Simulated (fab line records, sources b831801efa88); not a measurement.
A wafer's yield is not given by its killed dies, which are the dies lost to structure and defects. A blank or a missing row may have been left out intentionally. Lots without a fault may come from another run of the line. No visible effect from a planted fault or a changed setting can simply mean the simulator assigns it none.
What tool caused it? ; flow gf180mcu ; 36 wafers from 12 lots sampled at 6 of the route's 602 steps

## WHAT THE GAUGES READ, wafer by wafer
GF_V3_THK_MEAS_25: measures by xrf. Usual: V3_W_THK typically reads 354 nm, with standard deviation 5.7.
lot;measured;on;V3_W_THK (nm);flag
L797;day 22 22:52;filmMetro-01;360 357 355;
L801;day 24 05:14;filmMetro-03;354 360 363;
L806;day 25 23:26;filmMetro-03;345 359 360;
L808;day 26 20:00;filmMetro-03;360 357 350;
L809;day 26 23:35;filmMetro-04;358 350 357;
L810;day 27 05:53;filmMetro-04;356 357 363;
L811;day 27 13:43;filmMetro-01;348 350 353;
L812;day 27 19:45;filmMetro-03;354 354 356;
L814;day 28 09:29;filmMetro-03;350 345 355;
L815;day 28 18:18;filmMetro-04;358 363 351;
L816;day 29 02:01;filmMetro-03;354 348 352;
L819;day 29 17:57;filmMetro-03;351 352 346;

GF_M4_OVL_MEAS_15. Usual: M4_OVL typically reads -2 nm, with standard deviation 5.7.
lot;measured;on;M4_OVL (nm);flag
L797;day 23 22:42;overlay-02;3 11 1;
L801;day 25 03:13;overlay-02;-2 1 6;
L806;day 26 20:52;overlay-01;-10 -8 -8;
L808;day 27 16:22;overlay-02;-1 -4 -4;
L809;day 27 21:04;overlay-01;-12 -14 -5;
L810;day 28 02:31;overlay-01;-10 -9 -11;
L811;day 28 09:49;overlay-01;1 -1 2;
L812;day 28 15:52;overlay-02;6 0 2;
L814;day 29 05:49;overlay-01;-5 -1 -7;
L815;day 29 14:21;overlay-01;4 -5 -1;
L816;day 29 21:37;overlay-01;5 9 7;
L819;day 30 12:58;overlay-02;-7 -8 3;

GF_V4_THK_MEAS_01. Usual: V4_CVD_00_THK typically reads 604 nm, with standard deviation 7.9.
lot;measured;on;V4_CVD_00_THK (nm);flag
L797;day 23 23:48;filmMetro-04;1225 1211 1221;OFF
L801;day 25 04:34;filmMetro-04;1219 1224 1230;OFF
L806;day 26 21:52;filmMetro-04;1218 1193 1190;OFF
L808;day 27 17:16;filmMetro-02;615 604 608;
L809;day 27 21:50;filmMetro-01;609 598 596;
L810;day 28 03:37;filmMetro-02;608 605 596;
L811;day 28 10:35;filmMetro-02;599 616 593;
L812;day 28 16:41;filmMetro-01;603 618 606;
L814;day 29 06:37;filmMetro-04;615 600 612;
L815;day 29 15:08;filmMetro-02;610 593 601;
L816;day 29 22:24;filmMetro-04;603 610 614;
L819;day 30 13:52;filmMetro-04;598 618 603;

GF_V4_BOW_MEAS_05. Usual: V4_BOW typically reads 132 um, with standard deviation 7.9.
lot;measured;on;V4_BOW (um);flag
L797;day 24 00:23;filmMetro-04;156 157 162;OFF
L801;day 25 05:10;filmMetro-02;167 165 172;OFF
L806;day 26 22:31;filmMetro-01;169 159 170;OFF
L808;day 27 17:47;filmMetro-01;128 125 131;
L809;day 27 22:25;filmMetro-02;128 124 127;
L810;day 28 04:07;filmMetro-01;138 123 138;
L811;day 28 11:04;filmMetro-04;148 136 131;
L812;day 28 17:14;filmMetro-01;129 134 120;
L814;day 29 07:07;filmMetro-02;133 139 145;
L815;day 29 15:38;filmMetro-04;141 130 139;
L816;day 29 22:55;filmMetro-02;130 130 134;
L819;day 30 14:22;filmMetro-02;120 120 124;

## WHICH TOOL RAN EACH LOT (tool, then ch and the chambers of the sampled wafers, then the start)
lot;GF_M4_SPUTTER_02;GF_V4_CVD_00
L797;pvdSputter-02, day 22 23:27;hdpcvd-01 ch 0,1, day 23 23:28
L801;pvdSputter-03, day 24 05:44;hdpcvd-01 ch 0,2, day 25 04:15
L806;pvdSputter-01, day 25 23:56;hdpcvd-01 ch 0,2, day 26 21:34
L808;pvdSputter-03, day 26 20:28;hdpcvd-01 ch 0,1,2, day 27 17:04
L809;pvdSputter-02, day 27 00:05;hdpcvd-01 ch 0,1,2, day 27 21:46
L810;pvdSputter-02, day 27 06:23;hdpcvd-01 ch 0,1,2, day 28 03:33
L811;pvdSputter-01, day 27 14:13;hdpcvd-02 ch 0,1,2, day 28 10:31
L812;pvdSputter-01, day 27 20:14;hdpcvd-02 ch 0,1,2, day 28 16:36
L814;pvdSputter-03, day 28 09:58;hdpcvd-01 ch 0,2, day 29 06:31
L815;pvdSputter-02, day 28 18:46;hdpcvd-01 ch 0,1,2, day 29 15:02
L816;pvdSputter-02, day 29 02:29;hdpcvd-02 ch 0,2, day 29 22:19
L819;pvdSputter-03, day 29 18:26;hdpcvd-01 ch 0,1,2, day 30 13:47
- GF_M4_SPUTTER_02: material AlCu, target thk 450 nm, time 23.9 s.
- GF_V4_CVD_00: deposits SiO2, target thk 600 nm, time 100 s.

## AS READ BY THE TOOLS THEMSELVES (means over the sampled wafers that have a number; for cases with no such wafer, the mark the record gives instead)
GF_M4_SPUTTER_02. Usual: chamberPressurePa 0.4000 Pa, standard deviation 0.00081; throttleValvePct 30.0 %, standard deviation 0.98.
lot;tool;chamberPressurePa (Pa);throttleValvePct (%);flag
L797;pvdSputter-02;0.4015;29.3;
L801;pvdSputter-03;0.4006;29.8;
L806;pvdSputter-01;0.3994;30.5;
L808;pvdSputter-03;0.3999;29.3;
L809;pvdSputter-02;0.3999;29.8;
L810;pvdSputter-02;0.3994;30.4;
L811;pvdSputter-01;0.3999;30.6;
L812;pvdSputter-01;0.4007;29.3;
L814;pvdSputter-03;0.4001;30.0;
L815;pvdSputter-02;0.3995;30.4;
L816;pvdSputter-02;0.3987;31.5;
L819;pvdSputter-03;0.3997;29.9;

## THE ANSWER, worked out from the rows above alone
Rule: a lot is off if the mean of its wafers that have a number lies more than 3 standard deviations from the usual mean. Also off: a lot with no number at a reading for which 4 or more lots have one. The other lots that the step has rows for count as sound. First the gauges in route order, then the tools' own readings, where a lot's mean is used as printed above. At the first step where some lot is off, the reading lying furthest off is the one used; lots without a number count as furthest.
Off: L797, L801, L806, seen at GF_V4_THK_MEAS_01 (V4_CVD_00_THK).
A tool fits if, at a process step before that reading, it ran every lot that is off, and no sound lot after the first of them. Those tools and the gauges at GF_V4_THK_MEAS_01 are tried in the same way. Not one of the candidates tried fits.

## WHAT THE SIMULATOR PUT IN
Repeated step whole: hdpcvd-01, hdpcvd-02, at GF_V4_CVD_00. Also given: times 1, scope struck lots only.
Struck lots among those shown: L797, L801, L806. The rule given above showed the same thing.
